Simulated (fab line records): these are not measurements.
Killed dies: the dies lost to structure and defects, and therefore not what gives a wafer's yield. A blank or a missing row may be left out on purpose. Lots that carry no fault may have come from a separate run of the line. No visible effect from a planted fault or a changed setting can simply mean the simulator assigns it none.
Chamber matching | flow sky130 | SKY_PASSIVATION_CVD_02 on pecvd-04 has 3 sister chambers
The step deposits Si3N4, target thk 540 nm. 3 wafers are shown with their chamber, then 8 later ones without.

WAFERS WITH THEIR CHAMBER
wafer  | chamber | heater power w (W)
L120.3 | 1       | 748
L121.5 | 2       | 805
L123.3 | 0       | 653

WAFERS MISSING THEIR CHAMBER
wafer  | heater power w (W)
L123.5 | 751
L123.6 | 678
L129.2 | 706
L129.5 | 773
L129.6 | 732
L132.1 | 803
L132.3 | 731
L132.5 | 738

CHAMBER TAKEN BY EACH
wafer  | from the rows above     | in truth
L123.5 | 1                       | 1
L123.6 | 0                       | 0
L129.2 | can't be placed: 1 or 0 | 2
L129.5 | can't be placed: 1 or 2 | 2
L129.6 | 1                       | 1
L132.1 | 2                       | 2
L132.3 | 1                       | 1
L132.5 | 1                       | 1
Placed correctly: 6 of 8. Unplaceable from these rows: 2, with the true chamber sitting among the candidates in 1. 0 placed wrongly.
How it was worked out, from the rows above alone: a wafer's distance from a chamber is the root of the sum, over the readings, of the square of ((its reading less the chamber's mean) divided by the reading's scatter). If the next closest chamber is less than 2 further off than the closest, the wafer can't be placed; otherwise it belongs to the closest. Each chamber's mean is taken over the wafers shown for it. The scatter (one wafer shown for each chamber): square how far every hidden wafer sits from the nearest shown wafer, average those squares and take the square root.
